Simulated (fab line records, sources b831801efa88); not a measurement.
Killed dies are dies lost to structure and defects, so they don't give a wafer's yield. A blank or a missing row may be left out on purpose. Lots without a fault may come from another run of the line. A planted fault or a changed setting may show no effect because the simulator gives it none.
Commonality check across tools ; flow gf180mcu ; 10 lots, 30 wafers sampled

== REASON IT WAS OPENED ==
GF_HV_LDD_TW_MEAS_38, reading HV_LDD_3_TW: flagged on 3 of 10 lots. Fault-free wafers read 1427, with a standard deviation of 10.
Rule: a lot is flagged in two cases, either no wafer of it has a number, or all its wafers with numbers fall more than 4 standard deviations from that mean. The other lots count as sound.

lot;measured;on;HV_LDD_3_TW, wafer by wafer;flag
L255;day 11 17:41;film_metro-04;1430 1428 1423;
L256;day 12 01:55;film_metro-04;1432 1435 1428;
L258;day 12 17:04;film_metro-04;1430 1432 1434;
L263;day 15 02:06;film_metro-01;1435 1427 1437;
L266;day 15 22:06;film_metro-04;1426 1429 1430;
L271;day 17 11:59;film_metro-03;30 29 30;FLAGGED
L273;day 17 18:00;film_metro-04;30 30 30;FLAGGED
L274;day 17 23:53;film_metro-03;30 29 29;FLAGGED
L276;day 18 16:35;film_metro-01;1440 1443 1441;
L277;day 19 02:07;film_metro-03;1412 1405 1408;
Averaged over the flagged lots the numbers come to 30, -1397 from the usual (-99 or more standard deviations).

== WHICH TOOL RAN EACH LOT ==
4 process steps preceding the reading are held in the record, out of 602 steps in the route. Read each cell as the tool, then ch plus the chambers that the sampled wafers visited, then the start.
lot;flag;GF_NWELL_STRIP_10;GF_MVSD_STRIP_10;GF_HV_LDD_STRIP_22;GF_HV_LDD_STRIP_37
L255;;plasma_asher-02 ch 0,1, day 3 12:22;plasma_asher-04 ch 0,1, day 4 13:49;plasma_asher-01 ch 0,1, day 10 22:14;plasma_asher-01 ch 0,1, day 11 17:35
L256;;plasma_asher-03 ch 0,1, day 3 18:17;plasma_asher-01 ch 0,1, day 4 19:37;plasma_asher-02 ch 0,1, day 11 06:15;plasma_asher-03 ch 0,1, day 12 01:48
L258;;plasma_asher-04 ch 0,1, day 4 04:22;plasma_asher-03 ch 0,1, day 5 06:41;plasma_asher-01 ch 0,1, day 11 21:18;plasma_asher-01 ch 0,1, day 12 16:57
L263;;plasma_asher-02 ch 0,1, day 5 19:07;plasma_asher-04 ch 0,1, day 7 01:26;plasma_asher-03 ch 0,1, day 14 04:00;plasma_asher-03 ch 0,1, day 15 02:00
L266;;plasma_asher-03 ch 0,1, day 6 08:47;plasma_asher-01 ch 0,1, day 7 16:35;plasma_asher-02 ch 0,1, day 14 23:44;plasma_asher-02 ch 0,1, day 15 22:00
L271;FLAGGED;plasma_asher-04 ch 0,1, day 7 08:23;plasma_asher-04 ch 0,1, day 8 17:10;plasma_asher-03 ch 0,1, day 16 13:11;plasma_asher-02 ch 0,1, day 17 11:53
L273;FLAGGED;plasma_asher-04 ch 0,1, day 7 15:01;plasma_asher-04 ch 0,1, day 8 23:37;plasma_asher-03 ch 0,1, day 16 18:41;plasma_asher-02 ch 0,1, day 17 17:54
L274;FLAGGED;plasma_asher-04 ch 0,1, day 7 20:22;plasma_asher-03 ch 0, day 9 05:04;plasma_asher-02 ch 0, day 17 00:18;plasma_asher-02 ch 0,1, day 17 23:47
L276;;plasma_asher-03 ch 0,1, day 8 09:02;plasma_asher-03 ch 0,1, day 9 19:44;plasma_asher-02 ch 0,1, day 17 16:20;plasma_asher-03 ch 0,1, day 18 16:29
L277;;plasma_asher-03 ch 0,1, day 8 12:43;plasma_asher-01 ch 0,1, day 9 23:01;plasma_asher-02 ch 0,1, day 18 01:27;plasma_asher-03 ch 1, day 19 02:00
What the steps here do:
- GF_NWELL_STRIP_10: strips in O2/N2.
- GF_MVSD_STRIP_10: strips in O2/N2.
- GF_HV_LDD_STRIP_22: strips in O2/N2.
- GF_HV_LDD_STRIP_37: strips in O2/N2.
- GF_HV_LDD_TW_MEAS_38

== FLAGGED OVER TOTAL, TOOL BY TOOL (the gauges that took the reading come last) ==
step;tool;lots run;flagged;share of the flagged lots;sound lots run after its first flagged lot
GF_NWELL_STRIP_10;plasma_asher-02;2;0;none;-
GF_NWELL_STRIP_10;plasma_asher-03;4;0;none;-
GF_NWELL_STRIP_10;plasma_asher-04;4;3;all;0
GF_MVSD_STRIP_10;plasma_asher-01;3;0;none;-
GF_MVSD_STRIP_10;plasma_asher-03;3;1;some;1 (L276)
GF_MVSD_STRIP_10;plasma_asher-04;4;2;some;0
GF_HV_LDD_STRIP_22;plasma_asher-01;2;0;none;-
GF_HV_LDD_STRIP_22;plasma_asher-02;5;1;some;2 (L276,L277)
GF_HV_LDD_STRIP_22;plasma_asher-03;3;2;some;0
GF_HV_LDD_STRIP_37;plasma_asher-01;2;0;none;-
GF_HV_LDD_STRIP_37;plasma_asher-02;4;3;all;0
GF_HV_LDD_STRIP_37;plasma_asher-03;4;0;none;-
GF_HV_LDD_TW_MEAS_38;film_metro-01;2;0;none;-
GF_HV_LDD_TW_MEAS_38;film_metro-03;3;2;some;1 (L277)
GF_HV_LDD_TW_MEAS_38;film_metro-04;5;1;some;0

== WHAT THE TABLE PERMITS ==
Table rows that saw every flagged lot: 2, namely plasma_asher-04 at GF_NWELL_STRIP_10 and plasma_asher-02 at GF_HV_LDD_STRIP_37.
- plasma_asher-04 at GF_NWELL_STRIP_10: 3 of its 4 lots flagged. A fault beginning between L258 (day 4 04:22), its last sound lot, and L271 (day 7 08:23), its first flagged one, fits the data.
- plasma_asher-02 at GF_HV_LDD_STRIP_37: 3 of its 4 lots flagged. A fault beginning between L266 (day 15 22:00), its last sound lot, and L271 (day 17 11:53), its first flagged one, fits the data. Its own readings lie more than 4 standard deviations out on every wafer of the flagged lots: strip_time_to_endpoint_s.
A lot count leaves these 2 tools indistinguishable: every one of them fits a fault beginning at some hour. More lots, or a look at what each step does to the wafer, might.

== WHAT THE SIMULATOR PUT IN ==
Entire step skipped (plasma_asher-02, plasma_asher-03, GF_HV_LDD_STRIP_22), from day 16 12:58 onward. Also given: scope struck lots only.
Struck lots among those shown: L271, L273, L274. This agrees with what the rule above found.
